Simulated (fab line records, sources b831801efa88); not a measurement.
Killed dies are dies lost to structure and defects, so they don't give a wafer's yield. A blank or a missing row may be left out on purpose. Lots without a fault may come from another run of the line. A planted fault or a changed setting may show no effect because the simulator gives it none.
Chamber matching | flow sky130 | SKY_VIA1_CMP_24 on cmp-02: 4 sister chambers
The step polishes, stops on SiO2, t overpolish 15 s, target thk 0 nm. 4 wafers are shown with their chamber, then 12 later ones without.

WAFERS WITH THEIR CHAMBER
wafer  | chamber | motor_current_A (A)
L082.3 | 1       | 12.6
L086.1 | 0       | 9.6
L086.3 | 3       | 10.1
L086.4 | 2       | 9.9

WAFERS WITHOUT THEIR CHAMBER
wafer  | motor_current_A (A)
L088.1 | 10.7
L088.4 | 10.0
L088.6 | 10.7
L090.1 | 10.0
L090.2 | 9.7
L090.5 | 12.8
L092.2 | 12.3
L092.3 | 10.0
L092.5 | 10.4
L095.1 | 9.5
L095.3 | 12.5
L095.4 | 10.2

WHICH CHAMBER EACH WENT THROUGH
wafer  | from the rows above          | in truth
L088.1 | can't be placed: 3 or 2 or 0 | 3
L088.4 | can't be placed: 2 or 3 or 0 | 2
L088.6 | can't be placed: 3 or 2 or 0 | 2
L090.1 | can't be placed: 2 or 3 or 0 | 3
L090.2 | can't be placed: 0 or 2 or 3 | 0
L090.5 | 1                            | 1
L092.2 | 1                            | 1
L092.3 | can't be placed: 2 or 3 or 0 | 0
L092.5 | can't be placed: 3 or 2 or 0 | 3
L095.1 | can't be placed: 0 or 2 or 3 | 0
L095.3 | 1                            | 1
L095.4 | can't be placed: 3 or 2 or 0 | 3
Placed correctly: 3 of 12. Can't be placed from these rows: 9 (the true chamber is among the candidates in 9). Placed wrongly: 0.
How it was worked out, from the rows above alone: a wafer's distance from a chamber is the root of the sum, over the readings, of the square of ((its reading less the chamber's mean) divided by the reading's scatter). The wafer belongs to the nearest chamber; if the next one is less than 2 further off, it can't be placed. A chamber's mean is the mean of its shown wafers. The scatter: with one shown wafer a chamber, the root of the mean of the squares of how far each hidden wafer lies from its nearest shown one.
